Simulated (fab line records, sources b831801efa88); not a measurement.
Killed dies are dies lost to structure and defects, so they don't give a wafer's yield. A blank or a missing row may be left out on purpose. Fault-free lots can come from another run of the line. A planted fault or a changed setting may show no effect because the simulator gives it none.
The tool behind it: which one? / flow gf180mcu / 11 lots with 32 wafers sampled at 2 steps, on a route of 602 steps

WHAT THE GAUGES READ, wafer by wafer
GF_V3_RS_MEAS_24: the measuring method here is four-point-probe.
lot=L831; measured=day 22 06:02; on=filmMetro-04; V3_W_RS (ohm/sq)=0.327 0.320 0.325
lot=L832; measured=day 22 18:08; on=filmMetro-03; V3_W_RS (ohm/sq)=0.329 0.320 0.328
lot=L833; measured=day 23 01:30; on=filmMetro-01; V3_W_RS (ohm/sq)=0.327 0.327 0.327
lot=L834; measured=day 23 11:42; on=filmMetro-01; V3_W_RS (ohm/sq)=0.327 0.330 0.327
lot=L835; measured=day 23 15:37; on=filmMetro-01; V3_W_RS (ohm/sq)=0.325 0.334 0.336
lot=L837; measured=day 24 10:35; on=filmMetro-04; V3_W_RS (ohm/sq)=0.328 0.341 0.334
lot=L840; measured=day 25 10:23; on=filmMetro-01; V3_W_RS (ohm/sq)=0.331 0.332 0.322
lot=L841; measured=day 25 19:44; on=filmMetro-01; V3_W_RS (ohm/sq)=0.335 0.334 0.333
lot=L845; measured=day 27 01:24; on=filmMetro-01; V3_W_RS (ohm/sq)=0.323 0.233
lot=L852; measured=day 29 09:02; on=filmMetro-01; V3_W_RS (ohm/sq)=0.329 0.325 0.327
lot=L853; measured=day 29 22:50; on=filmMetro-01; V3_W_RS (ohm/sq)=0.328 0.330 0.331

EACH LOT AND THE TOOL THAT RAN IT (in order: tool; ch and the chambers of the sampled wafers; start)
lot=L831; GF_V3_CVD_23=cvdW-01 ch 0,1, day 22 05:56
lot=L832; GF_V3_CVD_23=cvdW-01 ch 0,1, day 22 18:01
lot=L833; GF_V3_CVD_23=cvdW-01 ch 0,1, day 23 01:23
lot=L834; GF_V3_CVD_23=cvdW-02 ch 0,1, day 23 11:35
lot=L835; GF_V3_CVD_23=cvdW-01 ch 0,1, day 23 15:31
lot=L837; GF_V3_CVD_23=cvdW-01 ch 0,1, day 24 10:28
lot=L840; GF_V3_CVD_23=cvdW-01 ch 0,1, day 25 10:12
lot=L841; GF_V3_CVD_23=cvdW-01 ch 1, day 25 19:32
lot=L845; GF_V3_CVD_23=cvdW-01 ch 0, day 27 01:16
lot=L852; GF_V3_CVD_23=cvdW-02 ch 1, day 29 08:48
lot=L853; GF_V3_CVD_23=cvdW-02 ch 0,1, day 29 22:43
- GF_V3_CVD_23: deposits W, target thk 350 nm, time 104.9 s.

THE ANSWER, worked out from the rows above alone
Rule: usual is defined by the lots themselves. The widest of any qualifying gaps counts: lots, ordered by their means at a reading, are off when they make up no more than a third of the lots, leave a main group of 4 or more, and stand apart from it by 3 or more times the standard deviation of that group's means. A main group is skipped when, at the precision printed for the reading in the tables above, its means are all equal. A lot without any number at a reading at which 4 lots or more have one is off too. Any other lot the step has rows for is counted as sound.
Off: at GF_V3_RS_MEAS_24 (V3_W_RS), L845. Main group: mean 0.329 ohm/sq, sd 0.0033.
If a tool, at a process step before that reading, ran all the lots that are off and no sound lot after the first of them, it fits. Gauges at GF_V3_RS_MEAS_24: tried the same way as those tools. One fits: GF_V3_CVD_23 on cvdW-01. A fault onset in the window from L841 (day 25 19:32, its last sound lot) to L845 (day 27 01:16, its first lot off) fits.

WHAT HAD BEEN PUT IN BY THE SIMULATOR
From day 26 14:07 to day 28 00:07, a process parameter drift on cvdW-01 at GF_V3_CVD_23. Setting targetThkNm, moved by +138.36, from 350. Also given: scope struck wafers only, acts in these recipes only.
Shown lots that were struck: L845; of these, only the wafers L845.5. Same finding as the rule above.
